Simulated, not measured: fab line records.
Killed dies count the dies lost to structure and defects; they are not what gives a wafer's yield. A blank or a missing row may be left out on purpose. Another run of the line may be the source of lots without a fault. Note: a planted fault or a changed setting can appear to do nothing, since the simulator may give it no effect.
Matching of chambers :: flow gf180mcu :: GF_POLY_GATE_ETCH_13 on rie si-02: 4 sister chambers
The step etches poly-Si in HBr/Cl2, stops on SiO2, target depth 198.5 nm, time 69.6 s. 4 wafers are shown with their chamber, then 8 later ones without.

== WAFERS WITH THEIR CHAMBER ==
wafer: L557.1
chamber: 1
drypump motor current A (A): 5.4

wafer: L562.1
chamber: 3
drypump motor current A (A): 5.4

wafer: L562.6
chamber: 0
drypump motor current A (A): 6.5

wafer: L564.1
chamber: 2
drypump motor current A (A): 6.2

== WAFERS WITHOUT THEIR CHAMBER ==
wafer: L564.4
drypump motor current A (A): 5.4

wafer: L564.6
drypump motor current A (A): 6.2

wafer: L566.2
drypump motor current A (A): 6.2

wafer: L566.3
drypump motor current A (A): 6.5

wafer: L566.4
drypump motor current A (A): 5.4

wafer: L574.1
drypump motor current A (A): 6.2

wafer: L574.2
drypump motor current A (A): 5.3

wafer: L574.4
drypump motor current A (A): 5.4

== WHICH CHAMBER EACH ONE RAN IN ==
wafer: L564.4
from the rows above: can't be placed: 1 or 3
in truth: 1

wafer: L564.6
from the rows above: 2
in truth: 2

wafer: L566.2
from the rows above: 2
in truth: 2

wafer: L566.3
from the rows above: 0
in truth: 0

wafer: L566.4
from the rows above: can't be placed: 1 or 3
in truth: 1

wafer: L574.1
from the rows above: 2
in truth: 2

wafer: L574.2
from the rows above: can't be placed: 1 or 3
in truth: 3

wafer: L574.4
from the rows above: can't be placed: 1 or 3
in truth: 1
4 of 8 placed correctly. Not placeable from these rows: 4 (in 4, the candidates include the true chamber). Number placed wrongly: 0.
How it was worked out, from the rows above alone: a wafer's distance from a chamber is the root of the sum, over the readings, of the square of ((its reading less the chamber's mean) divided by the reading's scatter). The wafer belongs to the nearest chamber; if the next one is less than 2 further off, it can't be placed. Each chamber's mean is taken over the wafers shown for it. The scatter: with one shown wafer a chamber, the root of the mean of the squares of how far each hidden wafer lies from its nearest shown one.
